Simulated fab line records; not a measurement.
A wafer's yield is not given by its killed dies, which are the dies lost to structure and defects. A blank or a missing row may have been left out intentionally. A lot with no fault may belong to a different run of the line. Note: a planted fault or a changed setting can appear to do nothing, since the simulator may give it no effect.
Which tool was responsible?    flow gf180mcu    14 lots, 38 wafers sampled, at 5 steps of a route of 602

== WHAT THE GAUGES READ, wafer by wafer ==
GF_M4_THK_MEAS_06: measures by xrf.
lot   measured      on             M4_ALCU_THK (nm)
L870  day 22 16:59  film-metro-04  441 444 449
L871  day 23 07:12  film-metro-01  458 460 459
L872  day 23 15:53  film-metro-02  458 458 456
L873  day 23 19:11  film-metro-04  452 451 453
L874  day 24 08:27  film-metro-02  441 455 456
L876  day 24 21:57  film-metro-01  447 450 452
L878  day 25 20:52  film-metro-04  457
L880  day 26 13:19  film-metro-02  448 443 447
L881  day 26 18:24  film-metro-01  465
L882  day 26 21:46  film-metro-04  456 460 450
L884  day 27 11:47  film-metro-04  444 451 454
L886  day 28 07:41  film-metro-04  455 447 454
L887  day 28 11:04  film-metro-01  449 450 452
L891  day 29 10:37  film-metro-01  452 454 453

GF_MIM_THK_MEAS_11: measures by xrf.
lot   measured      on             MIM_ALCU_THK (nm)
L870  day 24 18:07  film-metro-01  203 206 207
L871  day 25 05:52  film-metro-04  203 203 207
L872  day 25 15:04  film-metro-04  201 202 201
L873  day 25 18:09  film-metro-03  204 208 205
L874  day 26 06:37  film-metro-03  203 202 201
L876  day 26 19:50  film-metro-03  201 204 202
L878  day 27 16:37  film-metro-04  199
L880  day 28 09:23  film-metro-01  198 200 201
L881  day 28 12:59  film-metro-01  199
L882  day 28 16:20  film-metro-03  201 206 201
L884  day 29 06:38  film-metro-04  201 206 199
L886  day 30 00:37  film-metro-01  206 198 199
L887  day 30 04:06  film-metro-04  202 198 202
L891  day 31 02:25  film-metro-04  203 203 203

== WHICH TOOL RAN EACH LOT (tool, then ch and the chambers of the sampled wafers, then the start) ==
lot   GF_V4_CMP_04                   GF_V4_ETCH_17                                  GF_MIM_SPUTTER_02
L870  cmp-02 ch 0,2,3, day 23 17:11  rie-diel-03 ch 0,2, day 24 17:41 or earlier    pvd-sputter-01, day 24 17:41
L871  cmp-02 ch 1,3, day 24 06:11    rie-diel-03 ch 1,2,3, day 25 05:28 or earlier  pvd-sputter-02, day 25 05:28
L872  cmp-01 ch 0,3, day 24 14:59    rie-diel-03 ch 0,3, day 25 14:40 or earlier    pvd-sputter-02, day 25 14:40
L873  cmp-01 ch 0,1,3, day 24 18:05  rie-diel-03 ch 1,2,3, day 25 17:44 or earlier  pvd-sputter-04, day 25 17:44
L874  cmp-01 ch 0,1,2, day 25 07:21  rie-diel-01 ch 1,2, day 26 06:11 or earlier    pvd-sputter-04, day 26 06:11
L876  cmp-02 ch 0,1, day 25 20:33    rie-diel-03 ch 0,1,2, day 26 19:25 or earlier  pvd-sputter-01, day 26 19:25
L878  cmp-02 ch 1, day 26 18:22      rie-diel-02 ch 1, day 27 16:13 or earlier      pvd-sputter-04, day 27 16:13
L880  cmp-02 ch 1,3, day 27 10:40    rie-diel-02 ch 0,3, day 28 08:59 or earlier    pvd-sputter-04, day 28 08:59
L881  cmp-02 ch 1, day 27 14:54      rie-diel-03 ch 2, day 28 12:26 or earlier      pvd-sputter-01, day 28 12:26
L882  cmp-01 ch 1,2,3, day 27 18:50  rie-diel-01 ch 0,1,3, day 28 15:55 or earlier  pvd-sputter-04, day 28 15:55
L884  cmp-01 ch 0,3, day 28 08:51    rie-diel-01 ch 0,2,3, day 29 06:12 or earlier  pvd-sputter-02, day 29 06:12
L886  cmp-01 ch 1,2, day 29 03:23    rie-diel-03 ch 1,2,3, day 30 00:13 or earlier  pvd-sputter-02, day 30 00:13
L887  cmp-01 ch 0,1,2, day 29 06:43  rie-diel-02 ch 0,3, day 30 03:41 or earlier    pvd-sputter-02, day 30 03:41
L891  cmp-01 ch 0,3, day 30 05:50    rie-diel-02 ch 0,1,2, day 31 01:59 or earlier  pvd-sputter-04, day 31 01:59
- GF_V4_CMP_04: polishes SiO2.
- GF_V4_ETCH_17: etches SiO2 in C4F8/O2/Ar, stops on TiN, target depth 630 nm.
- GF_MIM_SPUTTER_02: material AlCu, target thk 450 nm, time 23.9 s.

== AS READ BY THE TOOLS THEMSELVES (means over the sampled wafers that have a number; for cases with no such wafer, the mark the record gives instead) ==
GF_V4_CMP_04.
lot   tool    edge-zone-pressure-frac  motor-current-A (A)  retaining-ring-pressure-frac  time-to-endpoint-s (s)
L870  cmp-02  0.992                    12.1                 0.998                         82
L871  cmp-02  0.992                    12.3                 0.993                         76
L872  cmp-01  0.998                    12.5                 1.002                         84
L873  cmp-01  1.001                    12.3                 1.003                         82
L874  cmp-01  1.008                    12.1                 1.003                         87
L876  cmp-02  1.009                    13.1                 0.998                         86
L878  cmp-02  1.006                    12.2                 0.997                         27
L880  cmp-02  1.000                    12.2                 1.003                         44
L881  cmp-02  0.999                    12.7                 1.005                         26
L882  cmp-01  1.002                    12.1                 0.999                         77
L884  cmp-01  0.998                    12.8                 0.999                         78
L886  cmp-01  0.999                    12.1                 1.002                         86
L887  cmp-01  1.001                    12.1                 1.001                         79
L891  cmp-01  1.000                    12.4                 1.003                         77

GF_V4_ETCH_17.
lot   tool         oes-product-au (a.u.)
L870  rie-diel-03  0.857
L871  rie-diel-03  0.855
L872  rie-diel-03  0.859
L873  rie-diel-03  0.856
L874  rie-diel-01  0.859
L876  rie-diel-03  0.857
L878  rie-diel-02  0.968
L880  rie-diel-02  0.936
L881  rie-diel-03  0.975
L882  rie-diel-01  0.855
L884  rie-diel-01  0.852
L886  rie-diel-03  0.857
L887  rie-diel-02  0.858
L891  rie-diel-02  0.857

GF_MIM_SPUTTER_02.
lot   tool            throttle-valve-pct (%)
L870  pvd-sputter-01  30.9
L871  pvd-sputter-02  30.8
L872  pvd-sputter-02  30.8
L873  pvd-sputter-04  30.1
L874  pvd-sputter-04  30.3
L876  pvd-sputter-01  30.2
L878  pvd-sputter-04  29.6
L880  pvd-sputter-04  30.0
L881  pvd-sputter-01  30.4
L882  pvd-sputter-04  30.1
L884  pvd-sputter-02  29.9
L886  pvd-sputter-02  31.5
L887  pvd-sputter-02  30.7
L891  pvd-sputter-04  29.8

== THE ANSWER, worked out from the rows above alone ==
Rule: the lots themselves supply what counts as usual. The widest of any qualifying gaps counts: lots, ordered by their means at a reading, are off when they make up no more than a third of the lots, leave a main group of 4 or more, and stand apart from it by 3 or more times the standard deviation of that group's means. A main group is skipped when, at the precision printed for the reading in the tables above, its means are all equal. Also off: a lot with no number at a reading for which 4 or more lots have one. All remaining lots with rows at the step are treated as sound. After the gauges, taken in route order, come the tools' own readings; for these a lot's mean is taken, as printed above. The first step at which some lot is off is used, and at that step the reading that is off furthest; a lot without a number counts as furthest.
Off, at GF_V4_CMP_04 on time-to-endpoint-s: L878, L880, L881. The main group has a mean of 81 s with a standard deviation of 3.9.
If a tool, at that step or one of the process steps before it, ran each lot that is off and ran no sound lot following the first of them, it fits. One fits: cmp-02 at GF_V4_CMP_04. Its last sound lot is L876 (day 25 20:33), its first lot that is off L878 (day 26 18:22): a fault that began between those two fits.
The tool's own readings at GF_V4_CMP_04 bear it out: on the lots that are off they differ by more than 5 times the standard deviation of the sound lots' means. time-to-endpoint-s reads 32 s there against 81 s on the sound lots.

== WHAT THE SIMULATOR HAD PUT IN ==
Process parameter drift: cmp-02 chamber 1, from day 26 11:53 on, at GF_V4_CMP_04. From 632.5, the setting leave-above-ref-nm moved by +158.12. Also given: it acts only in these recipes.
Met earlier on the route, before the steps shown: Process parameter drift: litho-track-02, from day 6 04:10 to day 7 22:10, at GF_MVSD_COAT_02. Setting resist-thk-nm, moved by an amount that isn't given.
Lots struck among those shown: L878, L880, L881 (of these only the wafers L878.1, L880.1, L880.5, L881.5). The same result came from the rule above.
